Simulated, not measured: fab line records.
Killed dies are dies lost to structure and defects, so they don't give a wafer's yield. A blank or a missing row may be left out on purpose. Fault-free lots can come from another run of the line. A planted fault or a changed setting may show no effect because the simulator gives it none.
Comparing a struck lot with a sound one -- flow sky130 -- 17 out of 708 route steps
Sound: the wafers L851.2, L851.5, L851.6. Struck: wafers L860.1, L860.2, L860.6. The cause is named last.
Each step with rows lists, per side, the tool, then ch with its chambers, then its first start. Under that, the readings that differ: sound wafers -- struck wafers -- difference of the means -- sigmas: that difference in standard deviations of wafers without a fault.
alike: same words and numbers on both sides, and readings whose means sit less than 2 such deviations apart. not compared: any withheld reading, any reading some wafer has no value for, any bound like >300 that may hide the same value, and any number with overlapping values for which the record gives no deviation.
Wherever a step has rows on one side only, a row that says differs or no value, or a row with sigmas, the two part there. Numbers that have no deviation but don't overlap get no sigmas and don't part them. Lack of a reading on every wafer of one side parts them only where that side has two or more wafers.

first, 2 steps without rows for these wafers: SKY_NWELL_IMPLANT_12; SKY_NWELL_IMPLANT_13.
SKY_NWELL_STRIP_14: strips in O2/N2.
  sound on plasma-asher-04 ch 0,1, day 4 22:04; struck on plasma-asher-04 ch 0,1, day 7 02:44
  alike: drypump-motor-current-A, oes-product-au, strip-time-to-endpoint-s
  not compared: rf-hours-counter-h
SKY_NWELL_TW_MEAS_15:
  sound on film-metro-04 at day 4 22:10; struck on film-metro-04 at day 7 02:50
  alike: NWELL_TW
then, 7 steps without rows for these wafers: SKY_NWELL_DEHYDRATE_16 (time 60 s); SKY_NWELL_HMDS_17 (prime time 60 s); SKY_NWELL_COAT_18 (resist thk 3000 nm); SKY_NWELL_SOFTBAKE_19; SKY_NWELL_EXPOSE_20 (exposes mask NWM COMPLEMENT, target cd 840 nm); SKY_NWELL_PEB_21; SKY_NWELL_DEVELOP_22 (develop time 60 s).
SKY_NWELL_OVL_MEAS_23:
  sound on overlay-01 at day 5 15:02; struck on overlay-02 at day 7 21:38
  alike: NWELL_01_OVL
SKY_NWELL_IMPLANT_24:
  sound on implanter-02 ch 0, day 5 15:05; struck on implanter-02 ch 0, day 7 21:40
reading,sound,struck,difference,sigmas
dose-ions-cm2,9.189e+12 9.2e+12 9.194e+12,9.926e+12 9.934e+12 9.935e+12,+7.373e+11,+74
faraday-current-uA,51.9 52.0 52.6,55.0 56.8 57.1,+4.1,+4
  alike: beam-on-s
SKY_NWELL_STRIP_25: strips in O2/N2.
  sound on plasma-asher-02 ch 0,1, day 5 15:13; struck on plasma-asher-02 ch 0,1, day 7 21:49
  alike: drypump-motor-current-A, oes-product-au, strip-time-to-endpoint-s
  not compared: rf-hours-counter-h
SKY_NWELL_TW_MEAS_26:
  sound on film-metro-01 at day 5 15:19; struck on film-metro-02 at day 7 21:55
reading,sound,struck,difference,sigmas
NWELL_2_TW,492 490 493,509 510 511,+18,+4
then, 1 step without rows for these wafers: SKY_NWELL_CLEAN_27 (cleans in SC1/SC2, time 150 s).
-- the record jumps here: 40 days lie between the struck wafers' starts before and after (it left off in module NWELL and takes up again in module PAD_OPEN, whose first step shown is number 708 of the route) --
SKY_PAD_OPEN_PROBE_99:
  sound on prober-01 at day 46 05:17; struck on prober-01 at day 48 03:08
reading,sound,struck,difference,sigmas
model.etest.pfet_16v.r-on-ohm-um,1.479e+04 1.5e+04 1.528e+04,1.434e+04 1.43e+04 1.433e+04,-7.000e+02,
model.etest.res-pwell-under-gate.rs-ohm-sq,2268 2268 2260,2174 2184 2177,-87,
model.etest.pfet_16v.drive-ua-um,247.7 244.4 243.2,257.6 255.1 256.4,+11.3,
model.etest.field-n.vt-v (V),35.38 35.77 36.05,36.88 37.05 36.79,+1.17,
  alike: killed_at_M0_to_M3, killed_at_M4_up, killed-at-contacts, killed-at-front-end, killed-at-other, killed-dies, killed-open, killed-short

== WHERE THEY PART ==
First at SKY_NWELL_IMPLANT_24; last, within this record, at SKY_NWELL_TW_MEAS_26. Later steps at which nothing parts them and some readings are alike: SKY_PAD_OPEN_PROBE_99.

WHY: whatever the simulator had introduced
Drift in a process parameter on implanter-02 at SKY_NWELL_IMPLANT_24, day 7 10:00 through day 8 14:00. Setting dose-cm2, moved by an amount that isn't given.
